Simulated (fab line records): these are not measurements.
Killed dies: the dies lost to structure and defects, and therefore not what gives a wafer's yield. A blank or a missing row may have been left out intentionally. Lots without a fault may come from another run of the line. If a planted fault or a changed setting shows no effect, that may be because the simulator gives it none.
fab line records	flow gf180mcu	part 1 of 2: steps 1 to 26 of 36
record lots=5	wafers=15	lastDay=33
route steps=602 shown M4@466 V4@476
lots that met no fault: taken from a fault-free run of the same line
startH: hours from the record's first day to the start of the lot's first wafer shown	waitH: hours from the lot's prior step to this one	" as in the row above	L1.1+2: several wafers, shown together as one row	- no value, or no start given	* or withheld: withheld	< > ~ a bound
route shown NAME@n: a module of which the file shows steps, and the number in the route of the first	usual: average and standard deviation across the fault-free wafers	same: alike in all rows	chamber/n: place in a boat	sites: per-site readings	_std_site: the values' standard deviation	_edge_site: outer sites' mean less inner sites'	radiusMm: for every site, how far away it sits from the centre of the wafer	mask NAME#n: copy n	behind: the tool/chamber that last shaped the wafer	hold: why the lot was held/for how many hours/how that ended	device: the transistor (n, p or np) that didn't switch	end of line: the route-end tests of the same wafers	for a step that has no rows: nothing shown but its recipe	killed: the dies lost at the first sort to structure and to defects; this is not the yield of the wafer	map: a wafer's dies, x killed, . not, _ none there
set.NAME: the run value of the setting; set.NAME@STEP: its run value at that earlier step	model.NAME: the simulator's own value behind a step, which no gauge read
certain route steps with their lots: each step a table, each wafer a row
services: a tool's chamber out of use, with start hour (startH, from the record's first day; less than 0 if before it), hours out, and reason
## steps
# step GF_M4_SOFTBAKE_10
# recipe tempC=130	timeS=60	resist=KrF
# usual resistLineTempC=23.03/0.1
lot.wafer	tool	chamber	startH	waitH	resistLineTempC
L074.3	lithoTrack-01	0	526.24	0.1	22.88
L074.4	"	0	"	"	22.82
L074.5	"	0	"	"	23.05
L086.2	lithoTrack-01	0	634.41	0.1	23.01
L086.3	"	0	"	"	22.91
L086.6	"	0	"	"	22.86
L089.3	lithoTrack-01	0	650.29	0.1	23.08
L089.4	"	0	"	"	22.94
L089.5	"	0	"	"	23.13
L090.1	lithoTrack-01	0	654.09	0.1	22.84
L090.3	"	0	"	"	23.13
L090.4	"	0	"	"	23.00
L094.1	lithoTrack-01	0	678.29	0.1	23.16
L094.3	"	0	"	"	23.24
L094.4	"	0	"	"	23.07
# step GF_M4_EXPOSE_11
# recipe maskId=Metal4	targetCdNm=280	na=0.68	sourceShape=conventional	sigmaOuter=0.6	doseMj=28
# usual stageVelMmS=500.03/0.28
lot.wafer	tool	chamber	startH	waitH	mask	stageVelMmS
L074.3	krfScanner-01	0	-	-	Metal4#0	500.50
L074.4	"	0	"	"	Metal4#0	500.54
L074.5	"	0	"	"	Metal4#0	499.98
L086.2	krfScanner-01	0	-	-	Metal4#0	500.20
L086.3	"	0	"	"	Metal4#0	500.11
L086.6	"	0	"	"	Metal4#0	500.58
L089.3	krfScanner-01	0	-	-	Metal4#0	499.99
L089.4	"	0	"	"	Metal4#0	500.02
L089.5	"	0	"	"	Metal4#0	499.78
L090.1	krfScanner-02	0	-	-	Metal4#0	500.31
L090.3	"	0	"	"	Metal4#0	500.35
L090.4	"	0	"	"	Metal4#0	500.60
L094.1	krfScanner-02	0	-	-	Metal4#0	500.22
L094.3	"	0	"	"	Metal4#0	500.25
L094.4	"	0	"	"	Metal4#0	500.29
# step GF_M4_PEB_12
# recipe pebTempC=135	pebTimeS=90	resist=KrF
# usual resistLineTempC=22.96/0.1
lot.wafer	tool	chamber	startH	waitH	resistLineTempC
L074.3	lithoTrack-03	0	-	-	23.12
L074.4	"	0	"	"	23.04
L074.5	"	0	"	"	23.24
L086.2	lithoTrack-04	0	-	-	22.81
L086.3	"	0	"	"	22.93
L086.6	"	0	"	"	22.81
L089.3	lithoTrack-04	0	-	-	22.91
L089.4	"	0	"	"	22.94
L089.5	"	0	"	"	23.04
L090.1	lithoTrack-01	0	-	-	23.01
L090.3	"	0	"	"	23.04
L090.4	"	0	"	"	23.17
L094.1	lithoTrack-04	0	-	-	23.04
L094.3	"	0	"	"	23.11
L094.4	"	0	"	"	22.91
# step GF_M4_DEVELOP_13
# recipe developTimeS=60	devTempC=21
# usual resistLineTempC=23.01/0.12
lot.wafer	tool	chamber	startH	waitH	resistLineTempC
L074.3	lithoTrack-03	0	537.08	0.1	22.99
L074.4	"	0	"	"	23.00
L074.5	"	0	"	"	22.99
L086.2	lithoTrack-04	0	643.54	0.2	22.98
L086.3	"	0	"	"	23.03
L086.6	"	0	"	"	23.00
L089.3	lithoTrack-04	0	659.62	0.1	23.13
L089.4	"	0	"	"	23.10
L089.5	"	0	"	"	23.03
L090.1	lithoTrack-01	0	663.74	0.2	22.93
L090.3	"	0	"	"	22.94
L090.4	"	0	"	"	22.99
L094.1	lithoTrack-04	0	687.37	0.2	22.77
L094.3	"	0	"	"	22.92
L094.4	"	0	"	"	22.92
# step GF_M4_CD_MEAS_14
# recipe targetCdNm=280
# usual cdNm=280.2/1.3
lot.wafer	tool	chamber	startH	waitH	cdNm
L074.3	cdSem-01	-	537.22	0.1	281.9
L074.4	"	-	"	"	281.6
L074.5	"	-	"	"	281.0
L086.2	cdSem-01	-	643.69	0.1	278.0
L086.3	"	-	"	"	278.2
L086.6	"	-	"	"	279.8
L089.3	cdSem-02	-	659.76	0.1	279.6
L089.4	"	-	"	"	279.9
L089.5	"	-	"	"	280.7
L090.1	cdSem-02	-	663.89	0.1	279.8
L090.3	"	-	"	"	278.8
L090.4	"	-	"	"	280.6
L094.1	cdSem-02	-	687.52	0.1	278.4
L094.3	"	-	"	"	279.2
L094.4	"	-	"	"	278.3
# step GF_M4_OVL_MEAS_15
# usual M4_OVL=-2/5.1
lot.wafer	tool	chamber	startH	waitH	M4_OVL[nm]
L074.3	overlay-02	-	537.31	0.1	-6
L074.4	"	-	"	"	-2
L074.5	"	-	"	"	2
L086.2	overlay-02	-	643.79	0.1	-10
L086.3	"	-	"	"	-3
L086.6	"	-	"	"	-10
L089.3	overlay-01	-	659.85	0.1	-6
L089.4	"	-	"	"	7
L089.5	"	-	"	"	-1
L090.1	overlay-01	-	664.01	0.1	0
L090.3	"	-	"	"	-6
L090.4	"	-	"	"	-13
L094.1	overlay-02	-	687.64	0.1	1
L094.3	"	-	"	"	-1
L094.4	"	-	"	"	-1
# step GF_M4_METAL_ETCH_16
# recipe chemistry=Cl2/BCl3	maskMaterial=KrF	targetDepthNm=627.5	stopOn=SiO2	pressureMtorr=8	icpW=800	biasW=140	Cl2_flow_sccm=80	bcl3FlowSccm=40	timeS=104.6
# usual drypumpMotorCurrentA=5.6/0.59	oesProductAu=0.973/0.0067	throttleValvePct=28.250/0.01
lot.wafer	tool	chamber	startH	waitH	drypumpMotorCurrentA	oesProductAu	rfHoursCounterH	throttleValvePct
L074.3	rieMetal-01	1	537.37	0.1	5.5	0.972	-	28.258
L074.4	"	0	"	"	5.0	0.970	-	28.234
L074.5	"	0	"	"	5.0	0.952	-	28.259
L086.2	rieMetal-01	1	643.82	0.0	5.5	0.971	1	28.254
L086.3	"	0	"	"	5.0	0.970	-	28.244
L086.6	"	0	"	"	5.0	0.972	-	28.240
L089.3	rieMetal-02	0	659.91	0.1	5.0	0.977	-	28.238
L089.4	"	1	"	"	6.1	0.969	-	28.231
L089.5	"	1	"	"	6.1	0.972	-	28.251
L090.1	rieMetal-03	0	664.04	0.0	6.4	0.974	5	28.236
L090.3	"	0	"	"	6.4	0.978	-	28.235
L090.4	"	1	"	"	5.2	0.979	-	28.249
L094.1	rieMetal-03	0	687.67	0.0	6.4	0.966	5	28.249
L094.3	"	0	"	"	6.4	0.977	-	28.241
L094.4	"	0	"	"	6.4	0.975	-	28.250
# step GF_M4_STRIP_17
# recipe chemistry=O2/N2	powerW=1400	pressureMtorr=1500	platenTempC=250	o2FlowSccm=3000	n2FlowSccm=300	overashFraction=0.5
# usual drypumpMotorCurrentA=5.7/0.51	heaterPowerW=349/28	n2FlowSccm=300.0/0.8	oesProductAu=0.558/0.0046	stripTimeToEndpointS=7.88/0.045
lot.wafer	tool	chamber	startH	waitH	drypumpMotorCurrentA	heaterPowerW	n2FlowSccm	oesProductAu	rfHoursCounterH	stripTimeToEndpointS
L074.3	plasmaAsher-04	0	537.48	0.1	6.5	372	300.1	0.550	-	7.86
L074.4	"	1	"	"	5.5	332	299.3	0.557	-	7.92
L074.5	"	1	"	"	5.5	334	301.6	0.569	-	7.95
L086.2	plasmaAsher-02	0	643.94	0.1	5.6	362	300.4	0.552	88	7.89
L086.3	"	0	"	"	5.6	362	300.1	0.559	-	7.90
L086.6	"	1	"	"	5.2	369	299.6	0.551	-	7.95
L089.3	plasmaAsher-01	0	660.02	0.1	5.0	275	300.3	0.561	-	7.89
L089.4	"	1	"	"	6.0	312	299.4	0.556	-	7.89
L089.5	"	0	"	"	5.0	278	300.4	0.558	-	7.92
L090.1	plasmaAsher-04	0	664.16	0.1	6.5	382	300.4	0.566	24	7.93
L090.3	"	0	"	"	6.5	373	299.6	0.553	-	7.90
L090.4	"	1	"	"	5.5	329	299.9	0.563	-	7.89
L094.1	plasmaAsher-04	1	687.90	0.2	5.5	331	299.2	0.567	27	7.90
L094.3	"	1	"	"	5.5	330	299.2	0.560	-	7.92
L094.4	"	0	"	"	6.5	379	300.6	0.557	-	7.92
# step GF_M4_STRIP_18
# recipe chemistry=postEtchResidueRemover	timeS=1200	tempC=72.5
lot.wafer	tool	chamber	startH	waitH
L074.3+4+5	wetBench-01	2	537.54	0.0
L086.2+3+6	wetBench-03	2	644.04	0.1
L089.3+4+5	wetBench-01	3	660.09	0.0
L090.1+3+4	wetBench-03	3	664.26	0.1
L094.1+3+4	wetBench-03	2	688.00	0.1
# step GF_M4_CLEAN_19
# recipe chemistry=DIW	dry=n2Spin
lot.wafer	tool	chamber	startH	waitH
L074.3+4+5	wetBench-02	2	537.89	0.0
L086.2+3+6	wetBench-02	2	644.38	0.0
L089.3+4+5	wetBench-03	1	660.46	0.0
L090.1+3+4	wetBench-02	3	664.60	0.0
L094.1+3+4	wetBench-01	1	688.68	0.0
# step GF_V4_CVD_00
# recipe material=SiO2	targetThkNm=600	sigmaOpenFrac=0.3	tempC=400	timeS=100	sih4FlowSccm=60	pressureMtorr=6
lot.wafer	tool	chamber	startH	waitH
L074.3+4+5	hdpcvd-01	1,0,1	537.98	0.0
L086.2+3+6	hdpcvd-02	2,1,0	644.47	0.0
L089.3+4+5	hdpcvd-02	2,2,0	660.55	0.0
L090.1+3+4	hdpcvd-02	0,1,0	664.69	0.0
L094.1+3+4	hdpcvd-02	2,0,0	688.77	0.0
# step GF_V4_THK_MEAS_01
# recipe reads=SiO2_of_V4_CVD_00
# usual V4_CVD_00_THK=600/6.2
lot.wafer	tool	chamber	startH	waitH	V4_CVD_00_THK[nm]
L074.3	filmMetro-01	-	538.07	0.1	589
L074.4	"	-	"	"	591
L074.5	"	-	"	"	595
L086.2	filmMetro-04	-	644.55	0.0	595
L086.3	"	-	"	"	602
L086.6	"	-	"	"	600
L089.3	filmMetro-01	-	660.72	0.1	595
L089.4	"	-	"	"	598
L089.5	"	-	"	"	599
L090.1	filmMetro-02	-	664.80	0.1	601
L090.3	"	-	"	"	605
L090.4	"	-	"	"	596
L094.1	filmMetro-04	-	688.85	0.0	607
L094.3	"	-	"	"	603
L094.4	"	-	"	"	601
# step GF_V4_CVD_02
# recipe material=SiO2	targetThkNm=850	precursor=TEOS	tempC=400	timeS=94.851	rfW=600
# usual heaterPowerW=681/100
lot.wafer	tool	chamber	startH	waitH	heaterPowerW
L074.3	pecvd-02	0	538.11	0.0	692
L074.4	"	0	"	"	538
L074.5	"	2	"	"	890
L086.2	pecvd-04	2	644.60	0.0	735
L086.3	"	1	"	"	715
L086.6	"	1	"	"	753
L089.3	pecvd-03	1	660.76	0.0	475
L089.4	"	1	"	"	532
L089.5	"	0	"	"	664
L090.1	pecvd-02	1	664.86	0.1	824
L090.3	"	2	"	"	769
L090.4	"	0	"	"	554
L094.1	pecvd-03	2	688.91	0.1	531
L094.3	"	1	"	"	612
L094.4	"	0	"	"	632
# step GF_V4_THK_MEAS_03
# recipe reads=SiO2_of_V4_CVD_02
# usual V4_CVD_02_THK=852/12
lot.wafer	tool	chamber	startH	waitH	V4_CVD_02_THK[nm]
L074.3	filmMetro-04	-	538.20	0.1	824
L074.4	"	-	"	"	835
L074.5	"	-	"	"	843
L086.2	filmMetro-02	-	644.68	0.0	846
L086.3	"	-	"	"	844
L086.6	"	-	"	"	852
L089.3	filmMetro-02	-	660.85	0.1	846
L089.4	"	-	"	"	854
L089.5	"	-	"	"	862
L090.1	filmMetro-01	-	664.93	0.0	844
L090.3	"	-	"	"	845
L090.4	"	-	"	"	870
L094.1	filmMetro-02	-	688.98	0.0	848
L094.3	"	-	"	"	855
L094.4	"	-	"	"	866
# step GF_V4_CMP_04
# recipe material=SiO2	downForcePsi=4	platenRpm=60	padVelocityMS=0.94248
# usual motorCurrentA=12.8/1.3	timeToEndpointS=78/6.5
lot.wafer	tool	chamber	startH	waitH	motorCurrentA	timeToEndpointS
L074.4	cmp-02	0	538.34	0.1	12.4	71
L074.3	"	1	"	"	12.3	70
L074.5	"	3	"	"	12.7	70
L086.2	cmp-02	1	644.73	0.0	12.1	78
L086.3	"	3	"	"	11.9	67
L086.6	"	2	"	"	14.2	77
L089.3	cmp-02	3	660.94	0.1	12.6	69
L089.4	"	0	"	"	12.4	76
L089.5	"	3	"	"	12.2	73
L090.4	cmp-01	2	665.04	0.1	11.7	73
L090.3	"	3	"	"	15.9	75
L090.1	"	0	"	"	12.1	69
L094.3	cmp-01	3	689.13	0.1	16.1	86
L094.4	"	0	"	"	11.6	84
L094.1	"	2	"	"	11.5	74
# step GF_V4_BOW_MEAS_05
# recipe mode=bow
# usual V4_BOW=135/8.6
lot.wafer	tool	chamber	startH	waitH	V4_BOW[um]
L074.3	filmMetro-02	-	538.58	0.1	134
L074.4	"	-	"	"	146
L074.5	"	-	"	"	142
L086.2	filmMetro-01	-	645.05	0.3	115
L086.3	"	-	"	"	118
L086.6	"	-	"	"	120
L089.3	filmMetro-02	-	661.23	0.2	129
L089.4	"	-	"	"	130
L089.5	"	-	"	"	133
L090.1	filmMetro-02	-	665.29	0.1	145
L090.3	"	-	"	"	141
L090.4	"	-	"	"	148
L094.1	filmMetro-02	-	689.43	0.1	127
L094.3	"	-	"	"	130
L094.4	"	-	"	"	120
# step GF_V4_DEHYDRATE_06
# recipe tempC=200	timeS=60
# usual resistLineTempC=23.01/0.11
lot.wafer	tool	chamber	startH	waitH	resistLineTempC
L074.3	lithoTrack-04	0	548.57	10.0	23.18
L074.4	"	0	"	"	23.08
L074.5	"	0	"	"	23.23
L086.2	lithoTrack-02	0	654.63	9.6	22.98
L086.3	"	0	"	"	23.01
L086.6	"	0	"	"	22.87
L089.3	lithoTrack-02	0	670.16	8.9	22.89
L089.4	"	0	"	"	22.96
L089.5	"	0	"	"	22.94
L090.1	lithoTrack-04	0	674.37	9.1	22.93
L090.3	"	0	"	"	22.99
L090.4	"	0	"	"	22.94
L094.1	lithoTrack-03	0	698.02	8.6	23.12
L094.3	"	0	"	"	23.08
L094.4	"	0	"	"	23.02
# step GF_V4_HMDS_07
# recipe primeTimeS=60	primeTempC=120
# usual resistLineTempC=22.98/0.1
lot.wafer	tool	chamber	startH	waitH	resistLineTempC
L074.3	lithoTrack-04	0	548.72	0.1	22.92
L074.4	"	0	"	"	22.80
L074.5	"	0	"	"	22.91
L086.2	lithoTrack-02	0	654.78	0.1	22.87
L086.3	"	0	"	"	23.03
L086.6	"	0	"	"	22.79
L089.3	lithoTrack-02	0	670.31	0.1	23.06
L089.4	"	0	"	"	23.01
L089.5	"	0	"	"	23.14
L090.1	lithoTrack-04	0	674.52	0.1	22.96
L090.3	"	0	"	"	23.02
L090.4	"	0	"	"	23.01
L094.1	lithoTrack-03	0	698.17	0.1	23.12
L094.3	"	0	"	"	23.15
L094.4	"	0	"	"	23.20
# step GF_V4_COAT_08
# recipe resist=BARC	tempC=withheld	timeS=withheld	spinRpm=withheld	resistThkNm=withheld
# usual resistLineTempC=*
lot.wafer	tool	chamber	startH	waitH	resistLineTempC
L074.3	lithoTrack-04	0	548.87	0.1	*
L074.4	"	0	"	"	*
L074.5	"	0	"	"	*
L086.2	lithoTrack-02	0	654.93	0.1	*
L086.3	"	0	"	"	*
L086.6	"	0	"	"	*
L089.3	lithoTrack-02	0	670.46	0.1	*
L089.4	"	0	"	"	*
L089.5	"	0	"	"	*
L090.1	lithoTrack-04	0	674.67	0.1	*
L090.3	"	0	"	"	*
L090.4	"	0	"	"	*
L094.1	lithoTrack-03	0	698.32	0.1	*
L094.3	"	0	"	"	*
L094.4	"	0	"	"	*
# step GF_V4_COAT_09
# recipe resist=KrF	spinRpm=withheld	resistThkNm=1000
# usual resistLineTempC=23.00/0.1
lot.wafer	tool	chamber	startH	waitH	resistLineTempC
L074.3	lithoTrack-04	0	-	-	23.10
L074.4	"	0	"	"	23.06
L074.5	"	0	"	"	22.99
L086.2	lithoTrack-02	0	-	-	23.00
L086.3	"	0	"	"	22.88
L086.6	"	0	"	"	22.94
L089.3	lithoTrack-02	0	-	-	22.97
L089.4	"	0	"	"	22.89
L089.5	"	0	"	"	23.06
L090.1	lithoTrack-04	0	-	-	22.82
L090.3	"	0	"	"	22.83
L090.4	"	0	"	"	22.98
L094.1	lithoTrack-03	0	-	-	22.94
L094.3	"	0	"	"	22.99
L094.4	"	0	"	"	22.99
# step GF_V4_SOFTBAKE_10
# recipe tempC=130	timeS=60	resist=KrF
# usual resistLineTempC=23.01/0.11
lot.wafer	tool	chamber	startH	waitH	resistLineTempC
L074.3	lithoTrack-04	0	-	-	22.96
L074.4	"	0	"	"	23.09
L074.5	"	0	"	"	22.97
L086.2	lithoTrack-02	0	-	-	23.12
L086.3	"	0	"	"	23.06
L086.6	"	0	"	"	23.11
L089.3	lithoTrack-02	0	-	-	22.84
L089.4	"	0	"	"	22.84
L089.5	"	0	"	"	22.81
L090.1	lithoTrack-04	0	-	-	23.04
L090.3	"	0	"	"	22.97
L090.4	"	0	"	"	22.95
L094.1	lithoTrack-03	0	-	-	23.21
L094.3	"	0	"	"	23.15
L094.4	"	0	"	"	23.19
# step GF_V4_EXPOSE_11
# recipe maskId=Via4	targetCdNm=260	na=0.68	sourceShape=conventional	sigmaOuter=0.6	doseMj=38
# usual stageVelMmS=499.95/0.23
lot.wafer	tool	chamber	startH	waitH	mask	stageVelMmS
L074.3	krfScanner-02	0	-	-	Via4#0	499.57
L074.4	"	0	"	"	Via4#0	499.60
L074.5	"	0	"	"	Via4#0	499.55
L086.2	krfScanner-01	0	-	-	Via4#0	500.20
L086.3	"	0	"	"	Via4#0	499.95
L086.6	"	0	"	"	Via4#0	500.18
L089.3	krfScanner-02	0	-	-	Via4#0	500.23
L089.4	"	0	"	"	Via4#0	500.03
L089.5	"	0	"	"	Via4#0	500.04
L090.1	krfScanner-01	0	-	-	Via4#0	500.18
L090.3	"	0	"	"	Via4#0	500.15
L090.4	"	0	"	"	Via4#0	499.96
L094.1	krfScanner-01	0	-	-	Via4#0	499.83
L094.3	"	0	"	"	Via4#0	500.03
L094.4	"	0	"	"	Via4#0	500.09
# step GF_V4_PEB_12
# recipe pebTempC=135	pebTimeS=90	resist=KrF
# usual resistLineTempC=23.02/0.1
lot.wafer	tool	chamber	startH	waitH	resistLineTempC
L074.3	lithoTrack-04	0	-	-	22.92
L074.4	"	0	"	"	22.87
L074.5	"	0	"	"	23.05
L086.2	lithoTrack-02	0	-	-	22.88
L086.3	"	0	"	"	22.96
L086.6	"	0	"	"	22.94
L089.3	lithoTrack-03	0	-	-	23.16
L089.4	"	0	"	"	23.08
L089.5	"	0	"	"	23.05
L090.1	lithoTrack-04	0	-	-	23.10
L090.3	"	0	"	"	22.95
L090.4	"	0	"	"	23.04
L094.1	lithoTrack-03	0	-	-	23.06
L094.3	"	0	"	"	23.12
L094.4	"	0	"	"	23.06
# step GF_V4_DEVELOP_13
# recipe developTimeS=60	resist=KrF	devTempC=21
# usual resistLineTempC=22.98/0.095
lot.wafer	tool	chamber	startH	waitH	resistLineTempC
L074.3	lithoTrack-04	0	560.62	0.1	22.98
L074.4	"	0	"	"	22.99
L074.5	"	0	"	"	22.98
L086.2	lithoTrack-02	0	664.58	0.2	22.78
L086.3	"	0	"	"	22.84
L086.6	"	0	"	"	22.95
L089.3	lithoTrack-03	0	679.77	0.1	22.99
L089.4	"	0	"	"	22.77
L089.5	"	0	"	"	23.05
L090.1	lithoTrack-04	0	684.22	0.2	23.07
L090.3	"	0	"	"	22.94
L090.4	"	0	"	"	22.88
L094.1	lithoTrack-03	0	707.77	0.2	23.23
L094.3	"	0	"	"	23.06
L094.4	"	0	"	"	23.10
# step GF_V4_CD_MEAS_14
# recipe targetCdNm=260
# usual cdNm=259.5/1.3
lot.wafer	tool	chamber	startH	waitH	cdNm
L074.3	cdSem-01	-	560.76	0.1	260.0
L074.4	"	-	"	"	259.6
L074.5	"	-	"	"	260.0
L086.2	cdSem-02	-	664.73	0.1	260.9
L086.3	"	-	"	"	259.0
L086.6	"	-	"	"	259.7
L089.3	cdSem-02	-	679.91	0.1	258.6
L089.4	"	-	"	"	260.3
L089.5	"	-	"	"	259.9
L090.1	cdSem-01	-	684.37	0.1	263.0
L090.3	"	-	"	"	262.5
L090.4	"	-	"	"	262.8
L094.1	cdSem-02	-	707.92	0.1	257.8
L094.3	"	-	"	"	257.4
L094.4	"	-	"	"	258.7
# step GF_V4_OVL_MEAS_15
# usual V4_OVL=-3/5.3
lot.wafer	tool	chamber	startH	waitH	V4_OVL[nm]
L074.3	overlay-02	-	560.85	0.1	-1
L074.4	"	-	"	"	-8
L074.5	"	-	"	"	-3
L086.2	overlay-01	-	664.83	0.1	-8
L086.3	"	-	"	"	-4
L086.6	"	-	"	"	-8
L089.3	overlay-02	-	680.01	0.1	-7
L089.4	"	-	"	"	-10
L089.5	"	-	"	"	-11
L090.1	overlay-02	-	684.49	0.1	-1
L090.3	"	-	"	"	-5
L090.4	"	-	"	"	-6
L094.1	overlay-02	-	708.04	0.1	-2
L094.3	"	-	"	"	1
L094.4	"	-	"	"	-2
